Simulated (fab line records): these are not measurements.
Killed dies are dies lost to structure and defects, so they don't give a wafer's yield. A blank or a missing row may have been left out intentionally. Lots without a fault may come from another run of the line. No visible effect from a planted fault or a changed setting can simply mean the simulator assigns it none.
fab line records	flow sky130
[record] lots = 11	wafers = 33	lastDay = 50
route steps=708 shown POLY_GATE@205 LDD_P@257
lots that met no fault: taken from a fault-free run of the same line
startH: start of the lot's first displayed wafer, in hours after the record's first day	waitH: hours from the lot's prior step to this one	" as in the row above	L1.1+2: a row that stands for several wafers	- either no value or no given start	* or withheld: withheld	< > ~ a bound
route shown NAME@n: names a module that has steps shown in the file, with the first one's number in the route	usual: mean/standard deviation taken from wafers without a fault	same: alike in all rows	chamber/n: place in a boat	sites: each site's reading	_std_site: how widely they spread, as a standard deviation	_edge_site: outer sites' mean less inner sites'	radiusMm: for every site, how far away it sits from the centre of the wafer	mask NAME#n: copy n	behind: the most recent tool/chamber to have shaped the wafer	hold: reason for holding the lot/hours on hold/outcome of the hold	device: the transistor (n, p or np) that didn't switch	end of line: at the end of the route, the tests of the same wafers	a step given without rows: its recipe and nothing more	killed: dies that structure and defects cost at the first sort, which is not the same as the wafer's yield	map: the dies of a wafer, with x for killed, . for not killed, _ for no die there
set.NAME: the setting the step ran with; set.NAME@STEP: the setting that earlier step ran with	model.NAME: the simulator's own value behind a step, which no gauge read
steps of the route over a sample of lots; a table a step, a row a wafer
services: from which hour (startH, from the record's first day; less than 0 if before it) a tool's chamber was out of use, for how many hours, and why
[[steps]]
[step SKY_POLY_GATE_THK_MEAS_01]
[recipe] reads = poly-Si_of_POLY_GATE_CVD_00
[usual] POLY_GATE_CVD_00_THK = 178.8/1.8
lot.wafer	tool	chamber	startH	waitH	POLY_GATE_CVD_00_THK[nm]
L538.1	filmMetro-01	-	331.17	0.0	178.7
L538.2	"	-	"	"	179.0
L538.4	"	-	"	"	178.6
L540.2	filmMetro-03	-	336.67	0.0	178.7
L540.3	"	-	"	"	180.2
L540.5	"	-	"	"	179.3
L539.3	filmMetro-01	-	336.68	0.0	180.0
L539.4	"	-	"	"	182.1
L539.5	"	-	"	"	179.7
L545.1	filmMetro-02	-	374.62	0.0	177.3
L545.2	"	-	"	"	178.3
L545.3	"	-	"	"	178.9
L546.2	filmMetro-03	-	388.75	0.1	178.4
L546.4	"	-	"	"	176.5
L546.6	"	-	"	"	177.9
L548.1	filmMetro-01	-	401.98	0.0	177.7
L548.4	"	-	"	"	178.1
L548.6	"	-	"	"	177.8
L551.2	filmMetro-02	-	432.26	0.0	178.2
L551.3	"	-	"	"	175.9
L551.5	"	-	"	"	176.2
L554.2	filmMetro-01	-	447.33	0.0	178.8
L554.4	"	-	"	"	177.6
L554.5	"	-	"	"	177.3
L556.1	filmMetro-03	-	463.64	0.0	178.3
L556.2	"	-	"	"	179.4
L556.3	"	-	"	"	180.8
L557.2	filmMetro-01	-	474.10	0.0	177.7
L557.3	"	-	"	"	178.2
L557.4	"	-	"	"	177.9
L559.1	filmMetro-03	-	491.00	0.0	176.4
L559.3	"	-	"	"	174.8
L559.4	"	-	"	"	175.4
[step SKY_POLY_GATE_ETCH_15]
[recipe] chemistry = N2/H2	target = BARC	ionEnergyEv = 200	sourceW = 500	biasW = 100	pressureMtorr = 30	n2FlowSccm = 100	h2FlowSccm = 200	stopOn = SiO2	timeS = 118.5	targetDepthA = 1100
[usual] drypumpMotorCurrentA = 5.7/0.47	oesProductAu = 0.716/0.0042	throttleValvePct = 13.213/0.0086
lot.wafer	tool	chamber	startH	waitH	drypumpMotorCurrentA	oesProductAu	rfHoursCounterH	throttleValvePct
L538.1	rieDiel-01	2	391.26	0.0	5.6	0.712	3	13.219
L538.2	"	0	"	"	5.4	0.714	92	13.219
L538.4	"	1	"	"	6.5	0.715	107	13.213
L539.3	rieDiel-02	3	396.56	0.0	6.1	0.714	1	13.204
L539.4	"	2	"	"	5.0	0.719	8	13.214
L539.5	"	0	"	"	5.2	0.723	-	13.222
L540.2	rieDiel-01	2	396.91	0.0	5.6	0.712	3	13.208
L540.3	"	1	"	"	6.5	0.717	107	13.211
L540.5	"	0	"	"	5.4	0.717	-	13.193
L545.1	rieDiel-01	1	437.36	0.0	6.6	0.717	0	13.208
L545.2	"	0	"	"	5.4	0.720	93	13.217
L545.3	"	2	"	"	5.6	0.716	4	13.206
L546.2	rieDiel-02	2	450.73	0.0	5.0	0.711	9	13.202
L546.4	"	0	"	"	5.2	0.718	44	13.218
L546.6	"	0	"	"	5.2	0.715	-	13.224
L548.1	rieDiel-01	2	464.71	0.0	5.6	0.710	4	13.224
L548.4	"	1	"	"	6.5	0.721	1	13.229
L548.6	"	2	"	"	5.6	0.724	-	13.210
L551.2	rieDiel-01	1	496.18	0.0	6.5	0.712	1	13.217
L551.3	"	2	"	"	5.6	0.718	5	13.204
L551.5	"	2	"	"	5.6	0.724	-	13.208
L554.2	rieDiel-02	2	510.98	0.0	5.0	0.711	10	13.214
L554.4	"	3	"	"	6.1	0.716	3	13.218
L554.5	"	2	"	"	5.0	0.718	-	13.208
L556.1	rieDiel-01	1	526.08	0.0	6.5	0.725	2	13.211
L556.2	"	0	"	"	5.4	0.719	0	13.210
L556.3	"	2	"	"	5.6	0.720	6	13.220
L557.2	rieDiel-02	2	537.11	0.0	5.0	0.711	11	13.225
L557.3	"	0	"	"	5.2	0.716	46	13.211
L557.4	"	1	"	"	5.4	0.712	80	13.208
L559.1	rieDiel-01	0	552.58	0.0	5.4	0.714	1	13.211
L559.3	"	2	"	"	5.6	0.717	6	13.219
L559.4	"	3	"	"	6.3	0.716	5	13.212
[step SKY_POLY_GATE_ETCH_17]
[recipe] targetDepthNm = 180	stopOn = SiO2	overEtchFrac = 0.56667	chemistry = HBr/Cl2	target = poly-Si	icpW = 400	biasW = 100	pressureMtorr = 10	HBr_flow_sccm = 150	Cl2_flow_sccm = 50	timeS = 70.5
[usual] drypumpMotorCurrentA = 5.5/0.44	oesProductAu = 0.983/0.0077	throttleValvePct = 33.683/0.0088
lot.wafer	tool	chamber	startH	waitH	drypumpMotorCurrentA	oesProductAu	rfHoursCounterH	throttleValvePct
L538.1	rieSi-02	1	391.44	0.0	6.0	0.973	3	33.683
L538.2	"	3	"	"	5.5	0.986	1	33.699
L538.4	"	3	"	"	5.5	0.990	-	33.672
L539.3	rieSi-02	1	396.74	0.0	6.0	0.977	3	33.679
L539.4	"	0	"	"	5.5	0.982	-	33.681
L539.5	"	3	"	"	5.5	0.992	-	33.688
L540.2	rieSi-01	3	397.09	0.0	5.4	0.982	51	33.689
L540.3	"	1	"	"	6.0	0.991	3	33.693
L540.5	"	3	"	"	5.4	0.976	-	33.694
L545.1	rieSi-02	2	437.54	0.0	6.0	0.978	3	33.679
L545.2	"	1	"	"	6.0	0.989	4	33.688
L545.3	"	0	"	"	5.5	0.982	5	33.672
L546.2	rieSi-01	1	450.92	0.0	6.0	0.981	4	33.676
L546.4	"	3	"	"	5.4	0.971	51	33.682
L546.6	"	1	"	"	6.0	0.990	-	33.676
L548.1	rieSi-02	3	464.89	0.0	5.5	0.977	2	33.696
L548.4	"	2	"	"	6.0	0.979	3	33.676
L548.6	"	2	"	"	6.0	0.972	-	33.691
L551.2	rieSi-02	2	496.37	0.0	6.0	0.982	3	33.669
L551.3	"	0	"	"	5.4	0.974	5	33.689
L551.5	"	1	"	"	6.0	0.978	-	33.688
L554.2	rieSi-01	3	511.16	0.0	5.4	0.980	52	33.666
L554.4	"	0	"	"	4.8	0.980	6	33.701
L554.5	"	3	"	"	5.4	0.974	-	33.685
L556.1	rieSi-01	0	526.27	0.0	4.8	0.975	6	33.691
L556.2	"	1	"	"	6.0	0.983	4	33.683
L556.3	"	2	"	"	4.9	0.987	28	33.681
L557.2	rieSi-02	2	537.29	0.0	6.0	0.973	4	33.686
L557.3	"	0	"	"	5.5	0.976	5	33.683
L557.4	"	1	"	"	6.0	0.980	4	33.686
L559.1	rieSi-02	0	552.77	0.0	5.4	0.982	5	33.698
L559.3	"	3	"	"	5.5	0.964	2	33.670
L559.4	"	1	"	"	6.0	0.982	4	33.667
[step SKY_LDD_P_COAT_02]
[recipe] resist = NOVOLAK	spinRpm = 3000	resistThkNm = 1140
[usual] dispensePressureKPa = 50.2/2
lot.wafer	tool	chamber	startH	waitH	dispensePressureKPa
L538.1	lithoTrack-04	0	440.57	0.1	50.9
L538.2	"	0	"	"	50.9
L538.4	"	0	"	"	50.9
L539.3	lithoTrack-04	0	445.56	0.1	50.8
L539.4	"	0	"	"	50.8
L539.5	"	0	"	"	50.8
L540.2	lithoTrack-01	0	446.08	0.1	51.7
L540.3	"	0	"	"	51.7
L540.5	"	0	"	"	51.7
L545.1	lithoTrack-04	0	486.26	0.1	50.9
L545.2	"	0	"	"	50.9
L545.3	"	0	"	"	50.8
L546.2	lithoTrack-04	0	501.09	0.1	50.8
L546.4	"	0	"	"	50.7
L546.6	"	0	"	"	50.8
L548.1	lithoTrack-01	0	514.30	0.1	51.7
L548.4	"	0	"	"	51.7
L548.6	"	0	"	"	51.8
L551.2	lithoTrack-01	0	544.38	0.1	51.7
L551.3	"	0	"	"	51.8
L551.5	"	0	"	"	51.8
L554.2	lithoTrack-03	0	558.72	0.1	46.8
L554.4	"	0	"	"	46.8
L554.5	"	0	"	"	46.9
L556.1	lithoTrack-04	0	573.36	0.1	50.8
L556.2	"	0	"	"	50.9
L556.3	"	0	"	"	50.8
L557.2	lithoTrack-04	0	585.39	0.1	50.8
L557.3	"	0	"	"	50.9
L557.4	"	0	"	"	50.8
L559.1	lithoTrack-04	0	600.31	0.1	50.8
L559.3	"	0	"	"	50.8
L559.4	"	0	"	"	50.8
[step SKY_LDD_P_STRIP_10]
[recipe] chemistry = O2/N2	powerW = 1400	pressureMtorr = 1500	platenTempC = withheld	o2FlowSccm = 3000	n2FlowSccm = 300	overashFraction = 0.5
[usual] drypumpMotorCurrentA = 5.7/0.38	oesProductAu = 0.715/0.0046	stripTimeToEndpointS = 14.19/0.038
lot.wafer	tool	chamber	startH	waitH	drypumpMotorCurrentA	oesProductAu	rfHoursCounterH	stripTimeToEndpointS
L538.1	plasmaAsher-04	0	456.22	0.1	5.3	0.714	73	14.22
L538.2	"	1	"	"	5.7	0.721	73	14.18
L538.4	"	1	"	"	5.7	0.712	-	14.18
L539.3	plasmaAsher-04	0	462.10	0.1	5.3	0.713	-	14.18
L539.4	"	1	"	"	5.6	0.717	-	14.19
L539.5	"	0	"	"	5.3	0.718	-	14.14
L540.2	plasmaAsher-04	0	462.36	0.1	5.3	0.712	74	14.19
L540.3	"	0	"	"	5.3	0.709	-	14.20
L540.5	"	1	"	"	5.6	0.709	-	14.16
L545.1	plasmaAsher-03	1	501.97	0.1	5.7	0.717	67	14.17
L545.2	"	0	"	"	6.0	0.711	67	14.75
L545.3	"	0	"	"	6.0	0.717	-	14.21
L546.2	plasmaAsher-04	0	516.97	0.1	5.3	0.719	80	14.78
L546.4	"	0	"	"	5.3	0.713	-	14.18
L546.6	"	0	"	"	5.3	0.711	-	14.78
L548.1	plasmaAsher-03	0	530.20	0.1	5.9	0.712	70	14.19
L548.4	"	0	"	"	6.0	0.722	-	14.16
L548.6	"	1	"	"	5.7	0.713	-	14.14
L551.2	plasmaAsher-02	1	559.72	0.1	5.2	0.710	13	14.24
L551.3	"	0	"	"	6.3	0.714	-	14.26
L551.5	"	0	"	"	6.3	0.715	-	14.21
L554.2	plasmaAsher-04	0	574.01	0.1	5.3	0.710	86	14.18
L554.4	"	1	"	"	5.7	0.713	-	14.16
L554.5	"	0	"	"	5.3	0.713	-	14.19
L556.1	plasmaAsher-02	0	588.70	0.1	6.3	0.711	17	14.24
L556.2	"	1	"	"	5.2	0.710	17	14.25
L556.3	"	0	"	"	6.4	0.724	-	14.24
L557.2	plasmaAsher-04	1	600.80	0.1	5.6	0.715	89	14.22
L557.3	"	0	"	"	5.3	0.717	-	14.23
L557.4	"	1	"	"	5.6	0.722	-	14.26
L559.1	plasmaAsher-03	1	615.45	0.1	5.7	0.723	76	14.23
L559.3	"	1	"	"	5.7	0.712	-	14.22
L559.4	"	0	"	"	6.0	0.723	-	14.21
[[services]]
tool	chamber	startH	hours	kind
rieDiel-02	2	367.96	6.8	repair
rieDiel-02	3	370.12	2.6	repair
rieSi-02	-	371.15	2.8	pm
rieDiel-02	1	375.08	4.1	repair
rieSi-02	2	383.55	22.9	repair
rieDiel-01	1	407.06	-	clean
rieDiel-01	1	407.06	22.6	scheduledDown
rieDiel-01	1	407.06	22.6	ventCycle
plasmaAsher-02	-	421.29	9.0	pm
rieDiel-02	3	432.99	1.4	repair
plasmaAsher-04	-	440.75	2.3	repair
rieDiel-01	1	447.51	2.0	repair
plasmaAsher-03	-	448.86	15.6	pm
rieDiel-01	-	448.89	0.1	repair
rieDiel-02	1	451.05	4.2	repair
rieSi-01	-	486.90	10.0	pm
rieDiel-01	2	515.57	1.4	repair
rieDiel-02	0	519.13	2.7	repair
plasmaAsher-02	-	537.13	1.7	repair
rieSi-01	0	541.64	8.9	repair
plasmaAsher-03	-	544.52	1.1	repair
plasmaAsher-03	-	558.08	22.2	repair
rieDiel-02	3	571.26	8.3	repair
rieSi-02	2	613.20	9.8	repair
[[key]]
[firstSign] step = SKY_LDD_P_STRIP_10	reading = stripTimeToEndpointS	direction = up	sigmas = 15	usual = *	struck = *
effect none on later readings
metAt SKY_LDD_P_COAT_02
struckLots L545,L546
struckWafers L545.2,L546.2,L546.6
testerLeftOut L545,L546
notActingAt SKY_POLY_GATE_THK_MEAS_01,SKY_POLY_GATE_ETCH_15,SKY_POLY_GATE_ETCH_17
onsetBetween 445.56 486.26
[fault] kind = processParameterDrift	tool = lithoTrack-04	chamber = -	onsetH = 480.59	steps = SKY_LDD_P_COAT_02	channel = resistThkNm	offset = 51.698	shape = step	endH = 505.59	scope = struckWafersOnly	actsIn = theseRecipesOnly	stated = 1140
// testerLeftOut: of these lots the tester's yield and bins aren't shown, on N5 and GAA mostly nor the transistor test; their killed dies are dies lost to structure and defects alone, not to doping, threshold or leakage, so they don't give the yield
